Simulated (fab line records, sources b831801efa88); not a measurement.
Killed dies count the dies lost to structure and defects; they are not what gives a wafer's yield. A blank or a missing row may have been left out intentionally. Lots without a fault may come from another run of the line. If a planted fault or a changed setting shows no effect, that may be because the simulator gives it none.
Split-lot trial / flow gf180mcu / 23 wafers read from 5 lots, route of 602 steps

== ABOUT THE SPLIT ==
At GF_PASSIVATION_ETCH_11 (etches the open film in CF4/O2, stops on TiN, target depth 1800 nm, time 400 s), the setting bias_w was moved away from the recipe's 150 W on 9 of the 23 wafers read, by -9.3% to +10.7%. This setting was run at the recipe's value on the other wafers.

The split's own step is where the reading is taken.

== THE READING ==
coat_of_PASSIVATION_COAT_06.thk_nm (the simulator's own value, which no gauge read), in nm, at GF_PASSIVATION_ETCH_11 (etches the open film in CF4/O2, stops on TiN, target depth 1800 nm, time 400 s). There is no usual value for it anywhere in the file. The 14 wafers here that ran the recipe average 2808 nm, standard deviation 16 nm.

wafer=L075.1; tool, chamber at the split=rie_diel-04, 2; bias_w as run, W=150; against the recipe=recipe; coat_of_PASSIVATION_COAT_06.thk_nm, nm=2790; against lot-mates on the recipe=-
wafer=L075.2; tool, chamber at the split=rie_diel-04, 0; bias_w as run, W=150; against the recipe=recipe; coat_of_PASSIVATION_COAT_06.thk_nm, nm=2808; against lot-mates on the recipe=-
wafer=L075.4; tool, chamber at the split=rie_diel-04, 1; bias_w as run, W=165.7; against the recipe=+10.5%; coat_of_PASSIVATION_COAT_06.thk_nm, nm=2762; against lot-mates on the recipe=-37
wafer=L075.5; tool, chamber at the split=rie_diel-04, 2; bias_w as run, W=165.7; against the recipe=+10.5%; coat_of_PASSIVATION_COAT_06.thk_nm, nm=2758; against lot-mates on the recipe=-41
wafer=L075.6; tool, chamber at the split=rie_diel-04, 1; bias_w as run, W=150; against the recipe=recipe; coat_of_PASSIVATION_COAT_06.thk_nm, nm=2798; against lot-mates on the recipe=-
wafer=L078.2; tool, chamber at the split=rie_diel-03, 2; bias_w as run, W=150; against the recipe=recipe; coat_of_PASSIVATION_COAT_06.thk_nm, nm=2845; against lot-mates on the recipe=-
wafer=L078.4; tool, chamber at the split=rie_diel-03, 0; bias_w as run, W=150; against the recipe=recipe; coat_of_PASSIVATION_COAT_06.thk_nm, nm=2822; against lot-mates on the recipe=-
wafer=L078.6; tool, chamber at the split=rie_diel-03, 0; bias_w as run, W=150; against the recipe=recipe; coat_of_PASSIVATION_COAT_06.thk_nm, nm=2810; against lot-mates on the recipe=-
wafer=L077.1; tool, chamber at the split=rie_diel-04, 0; bias_w as run, W=162; against the recipe=+8.0%; coat_of_PASSIVATION_COAT_06.thk_nm, nm=2770; against lot-mates on the recipe=-36
wafer=L077.2; tool, chamber at the split=rie_diel-04, 1; bias_w as run, W=150; against the recipe=recipe; coat_of_PASSIVATION_COAT_06.thk_nm, nm=2806; against lot-mates on the recipe=-
wafer=L077.3; tool, chamber at the split=rie_diel-04, 2; bias_w as run, W=162; against the recipe=+8.0%; coat_of_PASSIVATION_COAT_06.thk_nm, nm=2777; against lot-mates on the recipe=-30
wafer=L077.4; tool, chamber at the split=rie_diel-04, 1; bias_w as run, W=162; against the recipe=+8.0%; coat_of_PASSIVATION_COAT_06.thk_nm, nm=2761; against lot-mates on the recipe=-46
wafer=L077.6; tool, chamber at the split=rie_diel-04, 0; bias_w as run, W=150; against the recipe=recipe; coat_of_PASSIVATION_COAT_06.thk_nm, nm=2807; against lot-mates on the recipe=-
wafer=L081.2; tool, chamber at the split=rie_diel-04, 0; bias_w as run, W=136; against the recipe=-9.3%; coat_of_PASSIVATION_COAT_06.thk_nm, nm=2856; against lot-mates on the recipe=+61
wafer=L081.3; tool, chamber at the split=rie_diel-04, 2; bias_w as run, W=150; against the recipe=recipe; coat_of_PASSIVATION_COAT_06.thk_nm, nm=2803; against lot-mates on the recipe=-
wafer=L081.4; tool, chamber at the split=rie_diel-04, 1; bias_w as run, W=150; against the recipe=recipe; coat_of_PASSIVATION_COAT_06.thk_nm, nm=2799; against lot-mates on the recipe=-
wafer=L081.5; tool, chamber at the split=rie_diel-04, 2; bias_w as run, W=136; against the recipe=-9.3%; coat_of_PASSIVATION_COAT_06.thk_nm, nm=2847; against lot-mates on the recipe=+52
wafer=L081.6; tool, chamber at the split=rie_diel-04, 3; bias_w as run, W=150; against the recipe=recipe; coat_of_PASSIVATION_COAT_06.thk_nm, nm=2784; against lot-mates on the recipe=-
wafer=L082.1; tool, chamber at the split=rie_diel-01, 3; bias_w as run, W=150; against the recipe=recipe; coat_of_PASSIVATION_COAT_06.thk_nm, nm=2803; against lot-mates on the recipe=-
wafer=L082.2; tool, chamber at the split=rie_diel-01, 1; bias_w as run, W=150; against the recipe=recipe; coat_of_PASSIVATION_COAT_06.thk_nm, nm=2838; against lot-mates on the recipe=-
wafer=L082.3; tool, chamber at the split=rie_diel-01, 2; bias_w as run, W=150; against the recipe=recipe; coat_of_PASSIVATION_COAT_06.thk_nm, nm=2795; against lot-mates on the recipe=-
wafer=L082.5; tool, chamber at the split=rie_diel-01, 2; bias_w as run, W=166.1; against the recipe=+10.7%; coat_of_PASSIVATION_COAT_06.thk_nm, nm=2743; against lot-mates on the recipe=-69
wafer=L082.6; tool, chamber at the split=rie_diel-01, 1; bias_w as run, W=166.1; against the recipe=+10.7%; coat_of_PASSIVATION_COAT_06.thk_nm, nm=2788; against lot-mates on the recipe=-24

THE FIT
A straight line over all 23 wafers: coat_of_PASSIVATION_COAT_06.thk_nm changes by -4.48 nm for each +1% of bias_w; r = -0.86; the points scatter about the line by 16 nm.
The same after taking each lot's own level away (the mean of its wafers on the recipe; 23 wafers): -4.74 nm for each +1%; r = -0.90; scatter 13 nm.
The reading moves by 51 nm for the largest change in bias_w, on that fit.
Across the lots, their own levels run from 2795.3 to 2825.7 nm, a range of 1.8 times the standard deviation given above.
The two slopes are in agreement: the lot-to-lot level therefore moves the slope only a little.
Check: for one of the wafers moved furthest among these (+10.7%), held out of the fit, the line's prediction against its lot-mates is -44.8 nm. Against them it came out at -69 nm.

== THE OTHER SPLITS THESE WAFERS WENT THROUGH ==
Note: prior to the reading, these wafers also went through further splits. Each is held against what the fit with the lots' levels taken away leaves over:
other split on the same wafers=GF_MIM_SOFTBAKE_15 time_s; wafers away from the commonest value=11; r with coat_of_PASSIVATION_COAT_06.thk_nm (lot level and that fit taken away)=-0.36
other split on the same wafers=GF_M5_METAL_ETCH_10 icp_w; wafers away from the commonest value=7; r with coat_of_PASSIVATION_COAT_06.thk_nm (lot level and that fit taken away)=-0.03
other split on the same wafers=GF_V5_CVD_00 sih4_flow_sccm; wafers away from the commonest value=11; r with coat_of_PASSIVATION_COAT_06.thk_nm (lot level and that fit taken away)=-0.03
other split on the same wafers=GF_V5_EXPOSE_11 dose_mj; wafers away from the commonest value=7; r with coat_of_PASSIVATION_COAT_06.thk_nm (lot level and that fit taken away)=-0.05
other split on the same wafers=GF_V5_CVD_23 pressure_torr; wafers away from the commonest value=18; r with coat_of_PASSIVATION_COAT_06.thk_nm (lot level and that fit taken away)=-0.12
other split on the same wafers=GF_TOP_METAL_SPUTTER_04 time_s; wafers away from the commonest value=9; r with coat_of_PASSIVATION_COAT_06.thk_nm (lot level and that fit taken away)=+0.01
other split on the same wafers=GF_TOP_METAL_DEVELOP_13 dev_temp_c; wafers away from the commonest value=8; r with coat_of_PASSIVATION_COAT_06.thk_nm (lot level and that fit taken away)=+0.11
other split on the same wafers=GF_PASSIVATION_CVD_00 time_s; wafers away from the commonest value=9; r with coat_of_PASSIVATION_COAT_06.thk_nm (lot level and that fit taken away)=+0.19

== THE WHOLE CHAIN: every reading that the file lists as answering this split, in the file's order ==
step=GF_PASSIVATION_ETCH_11; what it does=etches the open film in CF4/O2, stops on TiN, target depth 1800 nm, time 400 s; reading=coat_of_PASSIVATION_COAT_06.thk_nm (the simulator's own value, which no gauge read); change (the file's fit)=-4.61 nm for each +1% of the setting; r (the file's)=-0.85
step=GF_PASSIVATION_STRIP_12; what it does=strips in O2/N2; reading=strip_time_to_endpoint_s; change (the file's fit)=withheld for each +1% of the setting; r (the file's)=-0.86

== THE FILE'S OWN FIT ==
coat_of_PASSIVATION_COAT_06.thk_nm changes by -4.61 nm for each +1% of bias_w, r = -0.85.
